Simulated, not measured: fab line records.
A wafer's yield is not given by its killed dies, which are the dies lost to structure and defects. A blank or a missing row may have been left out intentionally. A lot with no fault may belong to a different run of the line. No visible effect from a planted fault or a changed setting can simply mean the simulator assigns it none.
fab line records	flow gf180mcu
record: lots: 24	wafers: 72	last_day: 34
route steps=602 shown V1@349 M2@367 M3@409 V4@497 MIM@510 V5@566
lots untouched by any fault: they come from a run of this same line in which no faults occurred
start_h: hours from the record's first day to the start of the lot's first wafer shown	wait_h: how many hours have passed since the lot's step before this one	" as in the row above	L1.1+2: a single row standing in for several wafers	- either no value or no given start	* or withheld: withheld	< > ~ a bound
route shown NAME@n: names a module that has steps shown in the file, with the first one's number in the route	usual: the fault-free wafers' mean and standard deviation	same: alike in all rows	chamber/n: place in a boat	sites: the reading at each site	_std_site: the standard deviation of these	_edge_site: inner sites' mean taken away from outer sites' mean	radius_mm: for every site, how far away it sits from the centre of the wafer	mask NAME#n: copy n	behind: the most recent tool/chamber to have shaped the wafer	hold: why the lot was held/for how many hours/how that ended	device: which transistor (n, p or np) failed to switch	end of line: at the end of the route, the tests of the same wafers	where a step has no rows: the recipe by itself	killed: dies lost to structure and defects at the first sort, not the wafer's yield	map: per-die view of a wafer (x killed, . not killed, _ where there is no die)
set.NAME: the run value of the setting; set.NAME@STEP: its run value at that earlier step	model.NAME: the simulator's own value behind a step, which no gauge read
one table for each step of the route and one row for each wafer, over a sample of lots
services: a tool's chamber out of use, with start hour (start_h, from the record's first day; less than 0 if before it), hours out, and reason
== steps ==
step: GF_V1_CD_MEAS_14
recipe: target_cd_nm: 260
usual: cd_nm: 259.9/1.3
lot.wafer	tool	chamber	start_h	wait_h	cd_nm
L074.4	cd_sem-01	-	415.29	0.1	259.9
L074.5	"	-	"	"	259.6
L074.6	"	-	"	"	259.8
L075.1	cd_sem-02	-	422.28	0.1	260.4
L075.2	"	-	"	"	260.1
L075.4	"	-	"	"	259.7
L076.2	cd_sem-01	-	434.27	0.1	259.0
L076.4	"	-	"	"	260.3
L076.5	"	-	"	"	261.5
L077.1	cd_sem-01	-	442.14	0.1	260.3
L077.3	"	-	"	"	260.8
L077.5	"	-	"	"	262.2
L078.1	cd_sem-01	-	454.18	0.1	260.0
L078.4	"	-	"	"	259.8
L078.5	"	-	"	"	259.2
L079.1	cd_sem-02	-	462.73	0.1	259.8
L079.2	"	-	"	"	260.2
L079.3	"	-	"	"	259.9
L080.1	cd_sem-02	-	468.74	0.1	260.0
L080.4	"	-	"	"	260.2
L080.6	"	-	"	"	260.2
L081.1	cd_sem-02	-	485.09	0.1	258.5
L081.2	"	-	"	"	259.2
L081.4	"	-	"	"	258.9
L082.2	cd_sem-01	-	493.72	0.1	260.2
L082.3	"	-	"	"	261.8
L082.4	"	-	"	"	261.8
L083.1	cd_sem-01	-	504.93	0.1	259.4
L083.4	"	-	"	"	260.6
L083.6	"	-	"	"	259.1
L084.3	cd_sem-01	-	509.87	0.1	260.0
L084.4	"	-	"	"	261.9
L084.5	"	-	"	"	260.3
L085.2	cd_sem-02	-	519.92	0.1	261.5
L085.5	"	-	"	"	261.3
L085.6	"	-	"	"	259.6
L086.3	cd_sem-02	-	524.87	0.1	260.0
L086.4	"	-	"	"	260.1
L086.5	"	-	"	"	259.8
L087.3	cd_sem-02	-	534.14	0.1	259.9
L087.4	"	-	"	"	260.3
L087.6	"	-	"	"	260.4
L088.4	cd_sem-01	-	537.83	0.1	259.2
L088.5	"	-	"	"	259.6
L088.6	"	-	"	"	259.1
L089.2	cd_sem-01	-	551.79	0.1	257.9
L089.4	"	-	"	"	258.0
L089.6	"	-	"	"	257.0
L090.1	cd_sem-02	-	560.69	0.1	257.3
L090.5	"	-	"	"	257.9
L090.6	"	-	"	"	258.6
L091.2	cd_sem-01	-	567.92	0.1	260.8
L091.4	"	-	"	"	260.2
L091.5	"	-	"	"	261.0
L092.1	cd_sem-01	-	571.22	0.1	259.6
L092.5	"	-	"	"	259.7
L092.6	"	-	"	"	260.3
L093.1	cd_sem-01	-	583.07	0.1	258.8
L093.2	"	-	"	"	259.6
L093.5	"	-	"	"	258.4
L094.3	cd_sem-02	-	586.63	0.1	262.1
L094.4	"	-	"	"	262.6
L094.5	"	-	"	"	262.7
L095.1	cd_sem-01	-	596.20	0.1	259.3
L095.4	"	-	"	"	259.4
L095.5	"	-	"	"	258.1
L096.3	cd_sem-02	-	601.59	0.1	258.2
L096.5	"	-	"	"	257.7
L096.6	"	-	"	"	259.3
L097.2	cd_sem-02	-	609.76	0.1	260.6
L097.5	"	-	"	"	260.4
L097.6	"	-	"	"	260.8
step: GF_M2_RS_MEAS_05
recipe: thk_meas_gauge: four-point-probe	reads: TiN_of_M2_SPUTTER_04+Ti_of_M2_SPUTTER_03+AlCu_of_M2_SPUTTER_02+TiN_of_M2_SPUTTER_01+Ti_of_M2_SPUTTER_00
usual: M2_ALCU_RS: 0.0698/0.00065
lot.wafer	tool	chamber	start_h	wait_h	M2_ALCU_RS[ohm/sq]
L074.4	film_metro-01	-	417.02	0.1	0.0707
L074.5	"	-	"	"	0.0700
L074.6	"	-	"	"	0.0698
L075.1	film_metro-02	-	424.02	0.0	0.0703
L075.2	"	-	"	"	0.0709
L075.4	"	-	"	"	0.0715
L076.2	film_metro-03	-	436.03	0.0	0.0692
L076.4	"	-	"	"	0.0689
L076.5	"	-	"	"	0.0693
L077.1	film_metro-02	-	443.91	0.0	0.0685
L077.3	"	-	"	"	0.0695
L077.5	"	-	"	"	0.0692
L078.1	film_metro-02	-	455.99	0.0	0.0690
L078.4	"	-	"	"	0.0698
L078.5	"	-	"	"	0.0693
L079.1	film_metro-02	-	464.46	0.0	0.0699
L079.2	"	-	"	"	0.0707
L079.3	"	-	"	"	0.0700
L080.1	film_metro-02	-	470.88	0.0	0.0694
L080.4	"	-	"	"	0.0700
L080.6	"	-	"	"	0.0694
L081.1	film_metro-03	-	487.35	0.0	0.0695
L081.2	"	-	"	"	0.0694
L081.4	"	-	"	"	0.0689
L082.2	film_metro-03	-	495.64	0.0	0.0687
L082.3	"	-	"	"	0.0689
L082.4	"	-	"	"	0.0685
L083.1	film_metro-01	-	506.67	0.0	0.0708
L083.4	"	-	"	"	0.0701
L083.6	"	-	"	"	0.0703
L084.3	film_metro-01	-	511.61	0.1	0.0696
L084.4	"	-	"	"	0.0691
L084.5	"	-	"	"	0.0701
L085.2	film_metro-02	-	522.00	0.0	0.0706
L085.5	"	-	"	"	0.0703
L085.6	"	-	"	"	0.0711
L086.3	film_metro-01	-	526.68	0.1	0.0695
L086.4	"	-	"	"	0.0698
L086.5	"	-	"	"	0.0699
L087.3	film_metro-02	-	535.88	0.1	0.0708
L087.4	"	-	"	"	0.0701
L087.6	"	-	"	"	0.0708
L088.4	film_metro-01	-	539.67	0.1	0.0706
L088.5	"	-	"	"	0.0699
L088.6	"	-	"	"	0.0696
L089.2	film_metro-01	-	553.57	0.0	0.0703
L089.4	"	-	"	"	0.0700
L089.6	"	-	"	"	0.0706
L090.1	film_metro-03	-	562.42	0.0	0.0703
L090.5	"	-	"	"	0.0708
L090.6	"	-	"	"	0.0704
L091.2	film_metro-03	-	569.65	0.0	0.0705
L091.4	"	-	"	"	0.0699
L091.5	"	-	"	"	0.0696
L092.1	film_metro-02	-	572.96	0.0	0.0704
L092.5	"	-	"	"	0.0696
L092.6	"	-	"	"	0.0697
L093.1	film_metro-02	-	584.81	0.0	0.0694
L093.2	"	-	"	"	0.0701
L093.5	"	-	"	"	0.0703
L094.3	film_metro-03	-	588.39	0.1	0.0697
L094.4	"	-	"	"	0.0692
L094.5	"	-	"	"	0.0692
L095.1	film_metro-01	-	597.94	0.0	0.0696
L095.4	"	-	"	"	0.0687
L095.5	"	-	"	"	0.0688
L096.3	film_metro-01	-	603.36	0.1	0.0693
L096.5	"	-	"	"	0.0693
L096.6	"	-	"	"	0.0696
L097.2	film_metro-02	-	611.57	0.0	0.0689
L097.5	"	-	"	"	0.0690
L097.6	"	-	"	"	0.0691
step: GF_M3_SPUTTER_00
recipe: material: Ti	target_thk_nm: 37.5	arriving_ion_energy_ev: 80	substrate_temp_c: 200	chamber_pressure_pa: 2	power_w: 4000	time_s: 150
usual: throttle_valve_pct: 30.5/1.2
lot.wafer	tool	chamber	start_h	wait_h	throttle_valve_pct
L074.4	pvd_sputter-03	-	468.36	0.2	28.9
L074.5	"	-	"	"	31.5
L074.6	"	-	"	"	29.1
L075.1	pvd_sputter-02	-	476.49	0.2	31.3
L075.2	"	-	"	"	27.9
L075.4	"	-	"	"	28.8
L076.2	pvd_sputter-03	-	488.55	0.2	31.6
L076.4	"	-	"	"	30.8
L076.5	"	-	"	"	31.6
L077.1	pvd_sputter-01	-	495.20	0.1	31.4
L077.3	"	-	"	"	31.1
L077.5	"	-	"	"	30.9
L078.1	pvd_sputter-01	-	506.65	0.2	30.5
L078.4	"	-	"	"	31.3
L078.5	"	-	"	"	30.3
L079.1	pvd_sputter-01	-	515.58	0.2	31.5
L079.2	"	-	"	"	30.7
L079.3	"	-	"	"	31.1
L080.1	pvd_sputter-01	-	522.26	0.1	30.6
L080.4	"	-	"	"	30.6
L080.6	"	-	"	"	31.0
L081.1	pvd_sputter-03	-	537.83	0.2	31.0
L081.2	"	-	"	"	28.8
L081.4	"	-	"	"	31.4
L082.2	pvd_sputter-01	-	545.85	0.2	30.4
L082.3	"	-	"	"	30.3
L082.4	"	-	"	"	31.3
L083.1	pvd_sputter-02	-	555.69	0.1	28.8
L083.4	"	-	"	"	28.0
L083.6	"	-	"	"	28.5
L084.3	pvd_sputter-03	-	559.64	0.2	30.6
L084.4	"	-	"	"	31.3
L084.5	"	-	"	"	31.3
L085.2	pvd_sputter-03	-	570.00	0.1	31.2
L085.5	"	-	"	"	31.2
L085.6	"	-	"	"	29.0
L086.3	pvd_sputter-02	-	573.96	0.2	28.9
L086.4	"	-	"	"	32.2
L086.5	"	-	"	"	28.7
L087.3	pvd_sputter-03	-	584.02	0.2	30.3
L087.4	"	-	"	"	29.0
L087.6	"	-	"	"	29.0
L088.4	pvd_sputter-03	-	587.19	0.2	31.3
L088.5	"	-	"	"	30.4
L088.6	"	-	"	"	31.2
L089.2	pvd_sputter-03	-	601.75	0.2	30.7
L089.4	"	-	"	"	28.7
L089.6	"	-	"	"	30.3
L090.1	pvd_sputter-02	-	608.60	0.2	31.1
L090.5	"	-	"	"	28.6
L090.6	"	-	"	"	28.0
L091.2	pvd_sputter-02	-	615.05	0.1	32.2
L091.4	"	-	"	"	28.0
L091.5	"	-	"	"	27.8
L092.1	pvd_sputter-02	-	618.45	0.1	31.1
L092.5	"	-	"	"	31.2
L092.6	"	-	"	"	32.0
L093.1	pvd_sputter-01	-	629.89	0.2	31.3
L093.2	"	-	"	"	30.8
L093.5	"	-	"	"	31.0
L094.3	pvd_sputter-01	-	633.65	0.1	30.9
L094.4	"	-	"	"	31.1
L094.5	"	-	"	"	30.5
L095.1	pvd_sputter-02	-	643.14	0.2	31.9
L095.4	"	-	"	"	28.8
L095.5	"	-	"	"	31.2
L096.3	pvd_sputter-03	-	648.20	0.2	30.4
L096.5	"	-	"	"	30.5
L096.6	"	-	"	"	31.3
L097.2	pvd_sputter-02	-	655.31	0.2	28.9
L097.5	"	-	"	"	31.4
L097.6	"	-	"	"	28.5
step: GF_V4_SPUTTER_21
recipe: material: Ti	target_thk_nm: 15	chamber_pressure_pa: 5	power_w: 2500	substrate_temp_c: 200	time_s: 80.02
usual: throttle_valve_pct: 30.5/0.83
lot.wafer	tool	chamber	start_h	wait_h	throttle_valve_pct
L074.4	pvd_sputter-01	-	567.12	0.0	31.0
L074.5	"	-	"	"	30.4
L074.6	"	-	"	"	31.4
L075.1	pvd_sputter-04	-	574.23	0.0	31.8
L075.2	"	-	"	"	30.1
L075.4	"	-	"	"	29.9
L076.2	pvd_sputter-01	-	586.12	0.0	31.3
L076.4	"	-	"	"	30.4
L076.5	"	-	"	"	31.0
L077.1	pvd_sputter-04	-	592.26	0.0	29.9
L077.3	"	-	"	"	30.0
L077.5	"	-	"	"	31.7
L078.1	pvd_sputter-04	-	602.49	0.0	29.5
L078.4	"	-	"	"	31.6
L078.5	"	-	"	"	30.2
L079.1	pvd_sputter-01	-	610.06	0.0	30.8
L079.2	"	-	"	"	30.3
L079.3	"	-	"	"	30.8
L080.1	pvd_sputter-03	-	616.32	0.0	30.5
L080.4	"	-	"	"	31.0
L080.6	"	-	"	"	31.2
L081.1	pvd_sputter-03	-	629.94	0.0	28.9
L081.2	"	-	"	"	30.2
L081.4	"	-	"	"	31.1
L082.2	pvd_sputter-04	-	637.91	0.0	30.2
L082.3	"	-	"	"	30.1
L082.4	"	-	"	"	32.2
L083.1	pvd_sputter-04	-	645.97	0.0	30.2
L083.4	"	-	"	"	31.8
L083.6	"	-	"	"	31.6
L084.3	pvd_sputter-01	-	650.22	0.0	31.1
L084.4	"	-	"	"	30.7
L084.5	"	-	"	"	30.6
L085.2	pvd_sputter-01	-	659.99	0.0	30.5
L085.5	"	-	"	"	30.5
L085.6	"	-	"	"	30.7
L086.3	pvd_sputter-04	-	662.87	0.0	29.4
L086.4	"	-	"	"	29.9
L086.5	"	-	"	"	29.9
L087.3	pvd_sputter-04	-	671.17	0.0	31.7
L087.4	"	-	"	"	29.9
L087.6	"	-	"	"	29.8
L088.4	pvd_sputter-03	-	674.27	0.0	30.6
L088.5	"	-	"	"	29.0
L088.6	"	-	"	"	31.5
L089.2	pvd_sputter-04	-	687.55	0.0	32.1
L089.4	"	-	"	"	31.7
L089.6	"	-	"	"	30.1
L090.1	pvd_sputter-01	-	693.26	0.0	31.2
L090.5	"	-	"	"	31.5
L090.6	"	-	"	"	31.2
L091.2	pvd_sputter-04	-	700.75	0.0	32.0
L091.4	"	-	"	"	30.2
L091.5	"	-	"	"	29.8
L092.1	pvd_sputter-04	-	702.35	0.0	29.2
L092.5	"	-	"	"	30.0
L092.6	"	-	"	"	29.7
L093.1	pvd_sputter-01	-	711.71	0.0	31.2
L093.2	"	-	"	"	31.3
L093.5	"	-	"	"	31.5
L094.3	pvd_sputter-01	-	715.72	0.0	30.6
L094.4	"	-	"	"	31.3
L094.5	"	-	"	"	31.3
L095.1	pvd_sputter-01	-	724.32	0.0	31.1
L095.4	"	-	"	"	31.1
L095.5	"	-	"	"	31.2
L096.3	pvd_sputter-04	-	730.51	0.0	29.8
L096.5	"	-	"	"	29.9
L096.6	"	-	"	"	29.4
L097.2	pvd_sputter-04	-	736.27	0.0	30.0
L097.5	"	-	"	"	31.7
L097.6	"	-	"	"	29.9
step: GF_MIM_SPUTTER_07
recipe: material: TiN	target_thk_nm: 60	power_w: 6500	time_s: 50	chamber_pressure_pa: 0.4
usual: throttle_valve_pct: 30.6/1.1
lot.wafer	tool	chamber	start_h	wait_h	throttle_valve_pct
L074.4	pvd_sputter-01	-	568.12	0.0	31.3
L074.5	"	-	"	"	31.3
L074.6	"	-	"	"	31.1
L075.1	pvd_sputter-02	-	575.23	0.1	28.7
L075.2	"	-	"	"	31.9
L075.4	"	-	"	"	31.3
L076.2	pvd_sputter-01	-	587.12	0.0	31.0
L076.4	"	-	"	"	31.0
L076.5	"	-	"	"	31.3
L077.1	pvd_sputter-03	-	593.32	0.1	30.5
L077.3	"	-	"	"	31.7
L077.5	"	-	"	"	30.6
L078.1	pvd_sputter-03	-	603.71	0.1	31.0
L078.4	"	-	"	"	31.4
L078.5	"	-	"	"	31.5
L079.1	pvd_sputter-03	-	611.07	0.1	31.5
L079.2	"	-	"	"	28.8
L079.3	"	-	"	"	31.1
L080.1	pvd_sputter-03	-	617.32	0.1	31.6
L080.4	"	-	"	"	28.8
L080.6	"	-	"	"	28.9
L081.1	pvd_sputter-01	-	631.04	0.1	31.0
L081.2	"	-	"	"	30.2
L081.4	"	-	"	"	31.5
L082.2	pvd_sputter-03	-	638.92	0.0	29.0
L082.3	"	-	"	"	31.6
L082.4	"	-	"	"	31.0
L083.1	pvd_sputter-02	-	646.97	0.1	32.1
L083.4	"	-	"	"	28.7
L083.6	"	-	"	"	32.1
L084.3	pvd_sputter-03	-	651.22	0.0	31.1
L084.4	"	-	"	"	31.1
L084.5	"	-	"	"	30.4
L085.2	pvd_sputter-01	-	661.00	0.0	31.2
L085.5	"	-	"	"	31.0
L085.6	"	-	"	"	30.5
L086.3	pvd_sputter-02	-	663.87	0.0	32.2
L086.4	"	-	"	"	31.3
L086.5	"	-	"	"	31.1
L087.3	pvd_sputter-02	-	672.17	0.0	32.0
L087.4	"	-	"	"	31.2
L087.6	"	-	"	"	28.8
L088.4	pvd_sputter-03	-	675.27	0.0	30.3
L088.5	"	-	"	"	31.5
L088.6	"	-	"	"	29.0
L089.2	pvd_sputter-02	-	688.66	0.0	31.3
L089.4	"	-	"	"	28.1
L089.6	"	-	"	"	31.2
L090.1	pvd_sputter-01	-	694.27	0.1	31.2
L090.5	"	-	"	"	30.4
L090.6	"	-	"	"	30.4
L091.2	pvd_sputter-01	-	701.76	0.0	30.8
L091.4	"	-	"	"	31.2
L091.5	"	-	"	"	30.7
L092.1	pvd_sputter-01	-	703.36	0.1	31.1
L092.5	"	-	"	"	31.0
L092.6	"	-	"	"	31.2
L093.1	pvd_sputter-01	-	712.90	0.1	30.9
L093.2	"	-	"	"	30.5
L093.5	"	-	"	"	30.6
L094.3	pvd_sputter-02	-	716.82	0.0	28.7
L094.4	"	-	"	"	28.0
L094.5	"	-	"	"	31.9
L095.1	pvd_sputter-01	-	725.33	0.1	31.3
L095.4	"	-	"	"	30.7
L095.5	"	-	"	"	30.6
L096.3	pvd_sputter-02	-	731.51	0.0	28.7
L096.5	"	-	"	"	32.0
L096.6	"	-	"	"	28.8
L097.2	pvd_sputter-02	-	737.29	0.0	32.1
L097.5	"	-	"	"	31.2
L097.6	"	-	"	"	32.0
step: GF_V5_CMP_26
recipe: stop_on: SiO2	down_force_psi: 3.5	platen_rpm: 60	t_overpolish_s: 15	target_thk_nm: 0	pad_velocity_m_s: 0.94248
usual: motor_current_A: 10.9/1.2	overpolish_run_s: 14.999/0.0087	time_to_endpoint_s: 87/4.6
lot.wafer	tool	chamber	start_h	wait_h	motor_current_A	overpolish_run_s	time_to_endpoint_s
L074.4	cmp-01	3	634.82	0.1	12.8	14.987	83
L074.6	"	1	"	"	10.8	14.997	82
L074.5	"	2	"	"	11.1	15.001	81
L075.4	cmp-01	3	640.86	0.0	13.2	14.998	89
L075.2	"	0	"	"	9.8	15.003	83
L075.1	"	1	"	"	10.8	15.009	86
L076.4	cmp-02	1	651.91	0.1	11.9	15.008	86
L076.2	"	2	"	"	12.2	14.996	86
L076.5	"	0	"	"	9.9	14.990	86
L077.3	cmp-02	2	657.73	0.1	11.9	15.006	88
L077.1	"	3	"	"	9.4	15.008	84
L077.5	"	0	"	"	9.8	14.989	88
L078.4	cmp-02	2	666.98	0.1	10.8	15.001	86
L078.1	"	3	"	"	8.8	15.001	86
L078.5	"	1	"	"	11.8	15.001	87
L079.3	cmp-02	2	674.33	0.0	11.6	14.997	88
L079.1	"	3	"	"	9.2	15.006	86
L079.2	"	0	"	"	10.0	15.011	86
L080.4	cmp-01	3	680.91	0.1	13.1	14.992	86
L080.1	"	0	"	"	9.5	15.000	85
L080.6	"	2	"	"	12.2	14.999	84
L081.1	cmp-01	2	692.96	0.1	11.1	15.006	86
L081.2	"	3	"	"	13.1	15.020	88
L081.4	"	0	"	"	9.6	15.005	84
L082.2	cmp-02	0	699.99	0.0	10.6	14.998	90
L082.3	"	1	"	"	12.5	14.993	90
L082.4	"	2	"	"	11.4	15.002	94
L083.4	cmp-01	1	707.26	0.0	11.3	14.999	81
L083.1	"	3	"	"	12.7	15.011	84
L083.6	"	2	"	"	11.4	14.999	83
L084.3	cmp-02	0	711.69	0.6	10.4	14.995	88
L084.4	"	1	"	"	11.6	14.994	92
L084.5	"	0	"	"	10.6	14.995	89
L085.2	cmp-02	1	720.58	0.0	11.6	15.010	92
L085.5	"	1	"	"	11.8	15.010	95
L085.6	"	2	"	"	11.9	14.984	94
L086.3	cmp-02	2	722.52	0.0	11.3	14.996	94
L086.4	"	3	"	"	8.8	14.988	95
L086.5	"	2	"	"	11.8	15.014	96
L087.4	cmp-02	2	731.20	0.3	11.8	14.990	94
L087.3	"	0	"	"	10.5	14.998	92
L087.6	"	2	"	"	11.7	15.004	93
L088.4	cmp-02	0	734.87	0.0	10.6	15.017	94
L088.6	"	0	"	"	10.6	15.000	95
L088.5	"	1	"	"	11.5	14.988	92
L089.2	cmp-02	3	748.27	0.4	9.3	15.018	89
L089.4	"	0	"	"	10.1	15.013	89
L089.6	"	1	"	"	11.8	14.999	90
L090.1	cmp-01	2	751.86	0.1	11.3	15.003	78
L090.6	"	1	"	"	10.4	14.999	74
L090.5	"	2	"	"	11.2	15.009	76
L091.2	cmp-01	3	755.78	0.1	12.9	14.985	83
L091.4	"	1	"	"	10.9	14.985	85
L091.5	"	3	"	"	13.2	15.013	81
L092.1	cmp-02	0	759.33	0.1	10.7	14.988	85
L092.5	"	3	"	"	8.8	14.995	88
L092.6	"	0	"	"	10.8	14.987	84
L093.2	cmp-02	3	768.11	0.0	8.7	15.010	87
L093.1	"	1	"	"	12.3	14.997	87
L093.5	"	0	"	"	10.3	14.991	84
L094.4	cmp-01	1	771.54	0.1	10.0	14.981	83
L094.3	"	3	"	"	12.9	14.996	80
L094.5	"	1	"	"	10.9	14.990	82
L095.1	cmp-02	1	778.30	0.1	11.8	14.998	88
L095.4	"	3	"	"	9.2	15.008	88
L095.5	"	1	"	"	12.4	15.007	89
L096.3	cmp-01	2	783.91	0.2	11.4	15.004	80
L096.5	"	3	"	"	12.9	14.978	81
L096.6	"	0	"	"	9.7	14.994	82
L097.2	cmp-02	3	789.64	0.1	9.0	15.003	89
L097.6	"	2	"	"	11.4	15.009	83
L097.5	"	3	"	"	9.2	14.998	85
== services ==
tool	chamber	start_h	hours	kind
pvd_sputter-04	-	449.78	7.4	repair
cmp-02	-	481.70	1.3	repair
cmp-02	-	497.50	0.8	repair
cmp-02	-	513.11	0.2	repair
cmp-01	-	519.34	0.7	repair
cmp-01	-	523.45	0.3	repair
pvd_sputter-04	-	529.06	0.5	repair
cmp-02	-	538.80	5.5	pm
cmp-02	-	558.78	2.4	repair
pvd_sputter-02	-	570.33	1.1	repair
cmp-01	-	572.05	4.0	pm
pvd_sputter-01	-	575.77	1.7	repair
pvd_sputter-02	-	587.07	2.3	repair
cmp-01	-	591.01	0.5	repair
cmp-01	-	601.76	2.0	repair
cmp-02	-	612.09	0.8	repair
cmp-02	-	639.63	5.3	pm
pvd_sputter-03	-	658.35	2.7	repair
pvd_sputter-01	-	664.14	4.2	repair
cmp-02	-	665.47	0.9	repair
cmp-02	-	744.17	4.0	pm
pvd_sputter-04	-	746.27	2.3	repair
pvd_sputter-04	-	746.49	14.2	repair
pvd_sputter-03	-	773.20	1.1	repair
== key ==
fault none
